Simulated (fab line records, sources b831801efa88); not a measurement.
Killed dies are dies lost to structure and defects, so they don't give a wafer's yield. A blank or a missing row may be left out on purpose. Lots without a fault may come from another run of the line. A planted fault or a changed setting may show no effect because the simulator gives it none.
fab line records | flow gf180mcu
record lots=24 wafers=72 last_day=34
route steps=602 shown CONTACT@292 M1@317 V1@351 V2@397
lots that met no fault: from a run of the same line without faults
start_h: hours from the record's first day to the start of the lot's first wafer shown | wait_h: hours since the lot's step before | " the same as in the row above | L1.1+2: a row that stands for several wafers | - no value, or no start given | * or withheld: withheld | < > ~ a bound
route shown NAME@n: a module of which the file shows steps, and the number in the route of the first | usual: mean/standard deviation of fault-free wafers | same: alike in all rows | chamber/n: place in a boat | sites: the reading at each site | _std_site: their standard deviation | _edge_site: outer sites' mean less inner sites' | radius_mm: how far each site lies from the wafer's centre | mask NAME#n: copy n | behind: the tool/chamber that last shaped the wafer | hold: why the lot was held/for how many hours/how that ended | device: the transistor (n, p or np) that didn't switch | end of line: the same wafers' tests at the end of the route | a step without rows: its recipe alone | killed: dies lost to structure and defects at the first sort, not the wafer's yield | map: a wafer's dies, x killed, . not, _ none there
set.NAME: the setting as run; set.NAME@STEP: as run at that earlier step | model.NAME: the simulator's own value behind a step, which no gauge read
steps of the route over a sample of lots; a table a step, a row a wafer
services: from which hour (start_h, from the record's first day; less than 0 if before it) a tool's chamber was out of use, for how many hours, and why
## steps
# step GF_CONTACT_BOW_MEAS_05
# recipe mode=bow
# usual CONTACT_BOW=64/6.8
# columns lot.wafer tool chamber start_h wait_h CONTACT_BOW[um]
L074.2 film_metro-01 - 341.23 0.3 52
L074.4 " - " " 71
L074.5 " - " " 52
L075.1 film_metro-01 - 348.24 0.2 70
L075.4 " - " " 72
L075.6 " - " " 78
L076.1 film_metro-03 - 356.64 0.2 59
L076.3 " - " " 58
L076.6 " - " " 65
L077.2 film_metro-02 - 359.84 0.2 72
L077.3 " - " " 71
L077.5 " - " " 64
L078.1 film_metro-01 - 370.11 0.2 70
L078.3 " - " " 60
L078.6 " - " " 64
L079.3 film_metro-01 - 378.16 0.3 57
L079.5 " - " " 63
L079.6 " - " " 64
L080.2 film_metro-02 - 385.46 0.2 73
L080.5 " - " " 59
L080.6 " - " " 59
L081.1 film_metro-02 - 398.30 0.2 58
L081.2 " - " " 59
L081.6 " - " " 52
L082.2 film_metro-02 - 404.96 0.2 73
L082.3 " - " " 61
L082.6 " - " " 61
L083.1 film_metro-01 - 413.89 0.2 68
L083.4 " - " " 61
L083.6 " - " " 64
L084.2 film_metro-01 - 422.96 0.2 66
L084.3 " - " " 69
L084.4 " - " " 67
L085.1 film_metro-01 - 434.79 0.2 65
L085.3 " - " " 66
L085.6 " - " " 72
L086.1 film_metro-01 - 441.43 0.1 72
L086.3 " - " " 67
L086.6 " - " " 72
L087.1 film_metro-01 - 445.31 0.1 64
L087.5 " - " " 53
L087.6 " - " " 77
L088.1 film_metro-03 - 463.75 0.1 64
L088.3 " - " " 62
L088.5 " - " " 55
L089.1 film_metro-03 - 476.53 0.2 62
L089.3 " - " " 66
L089.4 " - " " 56
L090.3 film_metro-03 - 480.29 0.2 69
L090.4 " - " " 72
L090.6 " - " " 59
L091.1 film_metro-02 - 498.37 0.2 57
L091.4 " - " " 66
L091.6 " - " " 70
L092.4 film_metro-03 - 503.75 0.3 69
L092.5 " - " " 76
L092.6 " - " " 63
L093.1 film_metro-03 - 515.86 0.1 70
L093.5 " - " " 60
L093.6 " - " " 72
L095.1 film_metro-03 - 517.79 0.2 53
L095.4 " - " " 63
L095.6 " - " " 64
L094.1 film_metro-01 - 518.72 0.1 56
L094.4 " - " " 64
L094.5 " - " " 55
L096.3 film_metro-01 - 528.05 0.2 78
L096.4 " - " " 70
L096.6 " - " " 65
L097.2 film_metro-03 - 537.81 0.3 65
L097.5 " - " " 62
L097.6 " - " " 59
# step GF_M1_SPUTTER_02
# recipe material=AlCu target_thk_nm=450 power_w=10600 time_s=23.9 chamber_pressure_pa=0.4
# usual throttle_valve_pct=30.1/0.83
# same time_s=23.9
# columns lot.wafer tool chamber start_h wait_h throttle_valve_pct
L074.2 pvd_sputter-03 - 363.87 0.0 29.1
L074.4 " - " " 28.4
L074.5 " - " " 30.2
L075.1 pvd_sputter-01 - 371.74 0.0 30.6
L075.4 " - " " 30.3
L075.6 " - " " 29.7
L076.1 pvd_sputter-04 - 380.61 0.0 30.6
L076.3 " - " " 29.7
L076.6 " - " " 30.5
L077.2 pvd_sputter-04 - 383.58 0.0 30.4
L077.3 " - " " 29.0
L077.5 " - " " 29.2
L078.1 pvd_sputter-04 - 394.50 0.0 31.9
L078.3 " - " " 29.0
L078.6 " - " " 31.7
L079.3 pvd_sputter-01 - 403.23 0.0 29.5
L079.5 " - " " 30.5
L079.6 " - " " 30.5
L080.2 pvd_sputter-01 - 409.78 0.0 29.8
L080.5 " - " " 29.9
L080.6 " - " " 30.5
L081.1 pvd_sputter-03 - 422.65 0.0 31.0
L081.2 " - " " 28.2
L081.6 " - " " 30.0
L082.2 pvd_sputter-01 - 429.65 0.0 30.6
L082.3 " - " " 30.5
L082.6 " - " " 30.6
L083.1 pvd_sputter-04 - 440.07 0.0 29.5
L083.4 " - " " 30.4
L083.6 " - " " 29.3
L084.2 pvd_sputter-04 - 448.82 0.0 30.7
L084.3 " - " " 29.8
L084.4 " - " " 31.5
L085.1 pvd_sputter-03 - 461.16 0.0 31.0
L085.3 " - " " 28.4
L085.6 " - " " 31.2
L086.1 pvd_sputter-03 - 466.83 0.0 29.3
L086.3 " - " " 30.1
L086.6 " - " " 30.9
L087.1 pvd_sputter-01 - 471.72 0.0 30.6
L087.5 " - " " 30.6
L087.6 " - " " 30.0
L088.1 pvd_sputter-01 - 488.91 0.0 30.8
L088.3 " - " " 29.8
L088.5 " - " " 31.1
L089.1 pvd_sputter-03 - 501.43 0.0 28.5
L089.3 " - " " 31.0
L089.4 " - " " 30.2
L090.3 pvd_sputter-04 - 505.99 0.0 30.1
L090.4 " - " " 30.1
L090.6 " - " " 29.2
L091.1 pvd_sputter-04 - 522.74 0.0 30.1
L091.4 " - " " 31.6
L091.6 " - " " 29.1
L092.4 pvd_sputter-03 - 528.24 0.0 29.2
L092.5 " - " " 28.2
L092.6 " - " " 31.3
L093.1 pvd_sputter-01 - 539.73 0.0 29.3
L093.5 " - " " 30.7
L093.6 " - " " 30.5
L095.1 pvd_sputter-01 - 541.97 0.0 30.7
L095.4 " - " " 30.9
L095.6 " - " " 30.6
L094.1 pvd_sputter-04 - 542.43 0.0 30.2
L094.4 " - " " 29.1
L094.5 " - " " 30.0
L096.3 pvd_sputter-01 - 551.72 0.0 30.0
L096.4 " - " " 30.5
L096.6 " - " " 30.7
L097.2 pvd_sputter-01 - 561.63 0.0 31.0
L097.5 " - " " 30.5
L097.6 " - " " 30.4
# step GF_V1_ETCH_16
# recipe chemistry=N2/H2 target_depth_a=withheld overetch_a=withheld time_s=withheld target=BARC ion_energy_ev=200 source_w=500 bias_w=100 pressure_mtorr=30 n2_flow_sccm=100 h2_flow_sccm=200
# usual chamber_pressure_mTorr=30.00/0.042 drypump_motor_current_A=5.9/0.39 oes_product_au=0.855/0.0054 throttle_valve_pct=13.225/0.0093
# columns lot.wafer tool chamber start_h wait_h chamber_pressure_mTorr drypump_motor_current_A oes_product_au throttle_valve_pct
L074.2 rie_diel-04 2 411.61 0.0 30.01 6.1 0.852 13.225
L074.4 " 3 " " 30.00 5.4 0.849 13.210
L074.5 " 2 " " 29.99 6.1 0.861 13.230
L075.1 rie_diel-01 0 418.69 0.0 29.96 5.5 0.858 13.226
L075.4 " 1 " " 30.01 6.2 0.862 13.229
L075.6 " 3 " " 29.98 6.2 0.859 13.228
L076.1 rie_diel-02 1 428.94 0.0 29.99 5.4 0.850 13.211
L076.3 " 0 " " 30.03 6.2 0.856 13.243
L076.6 " 3 " " 30.02 5.2 0.859 13.221
L077.2 rie_diel-02 2 432.34 0.0 29.99 6.4 0.865 13.200
L077.3 " 0 " " 29.98 6.2 0.862 13.237
L077.5 " 2 " " 29.99 6.4 0.856 13.213
L078.1 rie_diel-04 1 442.26 0.0 30.00 6.0 0.852 13.232
L078.3 " 3 " " 30.03 5.4 0.854 13.229
L078.6 " 1 " " 30.00 6.0 0.856 13.219
L079.3 rie_diel-04 0 453.24 0.0 30.02 6.3 0.853 13.208
L079.5 " 0 " " 29.97 6.2 0.852 13.214
L079.6 " 1 " " 29.99 6.0 0.851 13.218
L080.2 rie_diel-04 1 460.54 0.0 29.99 6.0 0.848 13.223
L080.5 " 2 " " 30.03 6.0 0.847 13.226
L080.6 " 3 " " 30.03 5.4 0.853 13.238
L081.1 rie_diel-01 1 472.66 0.0 30.00 6.2 0.843 13.221
L081.2 " 3 " " 29.96 6.2 0.866 13.215
L081.6 " 0 " " 29.99 5.5 0.860 13.230
L082.2 rie_diel-01 1 479.85 0.0 29.98 6.2 0.863 13.226
L082.3 " 0 " " 29.97 5.5 0.865 13.217
L082.6 " 1 " " 29.97 6.2 0.860 13.215
L083.1 rie_diel-04 1 489.79 0.0 30.00 6.0 0.849 13.230
L083.4 " 0 " " 30.03 6.2 0.849 13.226
L083.6 " 1 " " 30.01 6.0 0.859 13.216
L084.2 rie_diel-02 0 497.41 0.0 29.95 6.3 0.852 13.226
L084.3 " 3 " " 30.00 5.3 0.863 13.236
L084.4 " 1 " " 30.01 5.4 0.856 13.219
L085.1 rie_diel-04 2 509.01 0.0 30.04 6.0 0.859 13.234
L085.3 " 1 " " 30.03 6.0 0.850 13.220
L085.6 " 3 " " 29.96 5.4 0.848 13.229
L086.1 rie_diel-04 1 515.46 0.0 29.99 6.0 0.841 13.217
L086.3 " 0 " " 29.98 6.3 0.853 13.227
L086.6 " 1 " " 30.02 6.0 0.854 13.236
L087.1 rie_diel-04 3 520.69 0.0 29.99 5.4 0.852 13.241
L087.5 " 3 " " 30.04 5.4 0.852 13.227
L087.6 " 0 " " 29.97 6.2 0.847 13.232
L088.1 rie_diel-01 0 536.61 0.0 30.05 5.5 0.856 13.243
L088.3 " 1 " " 30.02 6.2 0.856 13.236
L088.5 " 1 " " 30.00 6.2 0.854 13.219
L089.1 rie_diel-04 3 548.69 0.0 29.99 5.4 0.845 13.229
L089.3 " 1 " " 29.99 6.0 0.853 13.231
L089.4 " 2 " " 30.02 6.1 0.857 13.230
L090.3 rie_diel-04 0 552.49 0.0 29.97 6.2 0.853 13.218
L090.4 " 1 " " 29.99 6.1 0.863 13.220
L090.6 " 3 " " 30.04 5.3 0.844 13.226
L091.1 rie_diel-02 3 568.49 0.0 29.97 5.3 0.850 13.211
L091.4 " 2 " " 30.01 6.4 0.851 13.230
L091.6 " 1 " " 29.99 5.4 0.856 13.222
L092.4 rie_diel-04 2 575.21 0.0 29.59 6.0 0.857 13.247
L092.5 " 2 " " 30.06 6.0 0.856 13.225
L092.6 " 1 " " 29.99 6.0 0.857 13.217
L093.1 rie_diel-02 1 585.01 0.0 29.96 5.4 0.864 13.238
L093.5 " 3 " " 29.98 5.3 0.858 13.228
L093.6 " 2 " " 29.98 6.4 0.859 13.227
L095.1 rie_diel-04 2 587.94 0.0 29.97 6.0 0.855 13.228
L095.4 " 3 " " 30.02 5.4 0.855 13.231
L095.6 " 2 " " 29.99 6.0 0.853 13.208
L094.1 rie_diel-01 1 587.99 0.0 29.95 6.2 0.851 13.223
L094.4 " 0 " " 30.03 5.5 0.850 13.248
L094.5 " 2 " " 30.00 5.3 0.850 13.223
L096.3 rie_diel-02 0 597.59 0.0 29.97 6.2 0.859 13.220
L096.4 " 2 " " 29.98 6.4 0.851 13.212
L096.6 " 0 " " 30.01 6.2 0.854 13.229
L097.2 rie_diel-01 0 606.64 0.0 30.00 5.5 0.864 13.228
L097.5 " 2 " " 30.02 5.3 0.853 13.236
L097.6 " 3 " " 30.02 6.2 0.861 13.221
# step GF_V2_OVL_MEAS_15
# usual V2_OVL=0/5.2
# columns lot.wafer tool chamber start_h wait_h V2_OVL[nm]
L074.2 overlay-01 - 464.18 0.1 1
L074.4 " - " " 8
L074.5 " - " " 7
L075.1 overlay-01 - 471.14 0.1 5
L075.4 " - " " 1
L075.6 " - " " -2
L076.1 overlay-01 - 480.85 0.1 -3
L076.3 " - " " 6
L076.6 " - " " 0
L077.2 overlay-01 - 484.36 0.1 -2
L077.3 " - " " 6
L077.5 " - " " 0
L078.1 overlay-01 - 493.49 0.1 -8
L078.3 " - " " -6
L078.6 " - " " -6
L079.3 overlay-02 - 504.90 0.1 5
L079.5 " - " " 7
L079.6 " - " " 1
L080.2 overlay-02 - 510.81 0.1 4
L080.5 " - " " 0
L080.6 " - " " 6
L081.1 overlay-01 - 522.38 0.1 -6
L081.2 " - " " -3
L081.6 " - " " -7
L082.2 overlay-01 - 530.16 0.1 -7
L082.3 " - " " -1
L082.6 " - " " 1
L083.1 overlay-01 - 538.98 0.1 13
L083.4 " - " " 10
L083.6 " - " " 6
L084.2 overlay-01 - 546.19 0.1 8
L084.3 " - " " 2
L084.4 " - " " 12
L085.1 overlay-01 - 556.57 0.1 -3
L085.3 " - " " -6
L085.6 " - " " -3
L086.1 overlay-01 - 564.00 0.1 3
L086.3 " - " " 7
L086.6 " - " " 1
L087.1 overlay-02 - 568.22 0.1 -7
L087.5 " - " " -4
L087.6 " - " " -5
L088.1 overlay-02 - 584.68 0.1 -5
L088.3 " - " " -2
L088.5 " - " " 1
L089.1 overlay-02 - 595.50 0.1 1
L089.3 " - " " 1
L089.4 " - " " 10
L090.3 overlay-01 - 600.10 0.1 -6
L090.4 " - " " -4
L090.6 " - " " -4
L091.1 overlay-01 - 615.13 0.1 -2
L091.4 " - " " 1
L091.6 " - " " -1
L092.4 overlay-02 - 621.69 0.1 -2
L092.5 " - " " 0
L092.6 " - " " -4
L093.1 overlay-01 - 630.22 0.1 -9
L093.5 " - " " -3
L093.6 " - " " -10
L095.1 overlay-02 - 632.97 0.1 3
L095.4 " - " " 2
L095.6 " - " " -3
L094.1 overlay-01 - 633.33 0.1 -2
L094.4 " - " " -5
L094.5 " - " " -6
L096.3 overlay-02 - 643.19 0.1 -3
L096.4 " - " " -1
L096.6 " - " " -2
L097.2 overlay-02 - 650.68 0.1 -4
L097.5 " - " " -2
L097.6 " - " " -2
# step GF_V2_SPUTTER_22
# recipe material=TiN target_thk_nm=10 chamber_pressure_pa=5 power_w=4000 time_s=40
# usual throttle_valve_pct=29.6/1.1
# same time_s=40
# columns lot.wafer tool chamber start_h wait_h throttle_valve_pct
L074.2 pvd_sputter-03 - 464.97 0.0 30.4
L074.4 " - " " 31.2
L074.5 " - " " 31.2
L075.1 pvd_sputter-02 - 471.93 0.0 30.3
L075.4 " - " " 29.0
L075.6 " - " " 30.6
L076.1 pvd_sputter-03 - 481.61 0.0 30.2
L076.3 " - " " 30.8
L076.6 " - " " 30.9
L077.2 pvd_sputter-02 - 485.11 0.0 27.6
L077.3 " - " " 30.5
L077.5 " - " " 28.7
L078.1 pvd_sputter-02 - 494.24 0.0 27.8
L078.3 " - " " 30.3
L078.6 " - " " 27.6
L079.3 pvd_sputter-03 - 505.64 0.0 30.9
L079.5 " - " " 30.1
L079.6 " - " " 28.6
L080.2 pvd_sputter-02 - 511.59 0.0 28.6
L080.5 " - " " 27.7
L080.6 " - " " 28.5
L081.1 pvd_sputter-03 - 523.14 0.0 30.8
L081.2 " - " " 29.0
L081.6 " - " " 29.2
L082.2 pvd_sputter-03 - 530.91 0.0 31.0
L082.3 " - " " 28.3
L082.6 " - " " 28.2
L083.1 pvd_sputter-03 - 539.74 0.0 29.0
L083.4 " - " " 30.9
L083.6 " - " " 29.5
L084.2 pvd_sputter-02 - 547.02 0.0 28.7
L084.3 " - " " 27.6
L084.4 " - " " 30.5
L085.1 pvd_sputter-02 - 557.37 0.0 28.8
L085.3 " - " " 30.4
L085.6 " - " " 30.1
L086.1 pvd_sputter-02 - 564.76 0.0 30.4
L086.3 " - " " 27.6
L086.6 " - " " 28.7
L087.1 pvd_sputter-02 - 568.98 0.0 30.4
L087.5 " - " " 27.7
L087.6 " - " " 30.3
L088.1 pvd_sputter-02 - 585.48 0.0 30.3
L088.3 " - " " 27.6
L088.5 " - " " 28.5
L089.1 pvd_sputter-04 - 596.29 0.0 30.0
L089.3 " - " " 30.4
L089.4 " - " " 31.7
L090.3 pvd_sputter-03 - 600.84 0.0 30.3
L090.4 " - " " 29.6
L090.6 " - " " 30.8
L091.1 pvd_sputter-03 - 615.89 0.0 29.2
L091.4 " - " " 30.3
L091.6 " - " " 28.5
L092.4 pvd_sputter-04 - 622.43 0.0 30.5
L092.5 " - " " 30.2
L092.6 " - " " 29.1
L093.1 pvd_sputter-03 - 631.01 0.0 29.2
L093.5 " - " " 28.4
L093.6 " - " " 30.2
L095.1 pvd_sputter-04 - 633.73 0.0 31.7
L095.4 " - " " 30.5
L095.6 " - " " 30.4
L094.1 pvd_sputter-03 - 634.12 0.0 30.1
L094.4 " - " " 28.4
L094.5 " - " " 28.3
L096.3 pvd_sputter-02 - 643.93 0.0 30.2
L096.4 " - " " 30.5
L096.6 " - " " 30.1
L097.2 pvd_sputter-02 - 651.43 0.0 30.2
L097.5 " - " " 30.5
L097.6 " - " " 30.1
# step GF_V2_THK_MEAS_25
# recipe thk_meas_gauge=xrf reads=W_of_V2_CVD_23
# usual V2_W_THK=364/5.3
# columns lot.wafer tool chamber start_h wait_h V2_W_THK[nm]
L074.2 film_metro-02 - 465.25 0.1 361
L074.4 " - " " 362
L074.5 " - " " 361
L075.1 film_metro-01 - 472.20 0.1 360
L075.4 " - " " 359
L075.6 " - " " 361
L076.1 film_metro-03 - 481.88 0.1 363
L076.3 " - " " 362
L076.6 " - " " 367
L077.2 film_metro-03 - 485.39 0.1 362
L077.3 " - " " 362
L077.5 " - " " 364
L078.1 film_metro-03 - 494.52 0.1 369
L078.3 " - " " 367
L078.6 " - " " 366
L079.3 film_metro-01 - 505.94 0.1 364
L079.5 " - " " 374
L079.6 " - " " 367
L080.2 film_metro-03 - 511.87 0.1 362
L080.5 " - " " 365
L080.6 " - " " 366
L081.1 film_metro-02 - 523.42 0.1 365
L081.2 " - " " 367
L081.6 " - " " 362
L082.2 film_metro-02 - 531.19 0.1 367
L082.3 " - " " 367
L082.6 " - " " 364
L083.1 film_metro-02 - 540.02 0.1 359
L083.4 " - " " 361
L083.6 " - " " 362
L084.2 film_metro-03 - 547.30 0.1 368
L084.3 " - " " 372
L084.4 " - " " 375
L085.1 film_metro-02 - 557.64 0.1 365
L085.3 " - " " 361
L085.6 " - " " 359
L086.1 film_metro-01 - 565.03 0.1 364
L086.3 " - " " 363
L086.6 " - " " 362
L087.1 film_metro-02 - 569.26 0.1 368
L087.5 " - " " 369
L087.6 " - " " 371
L088.1 film_metro-01 - 585.75 0.1 371
L088.3 " - " " 378
L088.5 " - " " 372
L089.1 film_metro-03 - 596.56 0.1 369
L089.3 " - " " 368
L089.4 " - " " 363
L090.3 film_metro-01 - 601.14 0.1 373
L090.4 " - " " 367
L090.6 " - " " 369
L091.1 film_metro-02 - 616.16 0.1 364
L091.4 " - " " 359
L091.6 " - " " 361
L092.4 film_metro-02 - 622.73 0.1 363
L092.5 " - " " 367
L092.6 " - " " 373
L093.1 film_metro-01 - 631.29 0.1 362
L093.5 " - " " 356
L093.6 " - " " 365
L095.1 film_metro-01 - 634.00 0.1 366
L095.4 " - " " 364
L095.6 " - " " 357
L094.1 film_metro-02 - 634.40 0.1 371
L094.4 " - " " 366
L094.5 " - " " 369
L096.3 film_metro-01 - 644.22 0.1 360
L096.4 " - " " 364
L096.6 " - " " 352
L097.2 film_metro-01 - 651.71 0.1 360
L097.5 " - " " 355
L097.6 " - " " 354
## services
# columns tool chamber start_h hours kind
pvd_sputter-04 - 348.80 27.6 repair
rie_diel-01 2 350.89 14.1 repair
rie_diel-04 - 360.28 2.5 repair
rie_diel-01 2 389.29 12.3 repair
rie_diel-01 - 395.38 1.3 repair
pvd_sputter-04 - 407.97 6.6 repair
rie_diel-02 3 412.20 5.8 repair
rie_diel-01 1 412.40 4.9 repair
rie_diel-04 - 417.88 15.6 pm
pvd_sputter-03 - 437.61 1.0 repair
rie_diel-04 3 444.46 5.1 repair
rie_diel-04 - 449.54 0.5 repair
pvd_sputter-04 - 465.24 1.7 repair
rie_diel-02 - 468.35 0.7 repair
rie_diel-02 1 469.52 6.0 repair
pvd_sputter-01 - 494.84 7.7 repair
pvd_sputter-02 - 499.19 5.2 repair
rie_diel-04 1 499.35 2.6 repair
pvd_sputter-02 - 529.46 8.3 repair
rie_diel-04 0 590.24 18.5 repair
pvd_sputter-04 - 593.57 2.4 repair
rie_diel-04 1 637.45 11.3 repair
pvd_sputter-04 - 647.61 0.5 repair
pvd_sputter-01 - 651.42 2.2 repair
## key
fault none
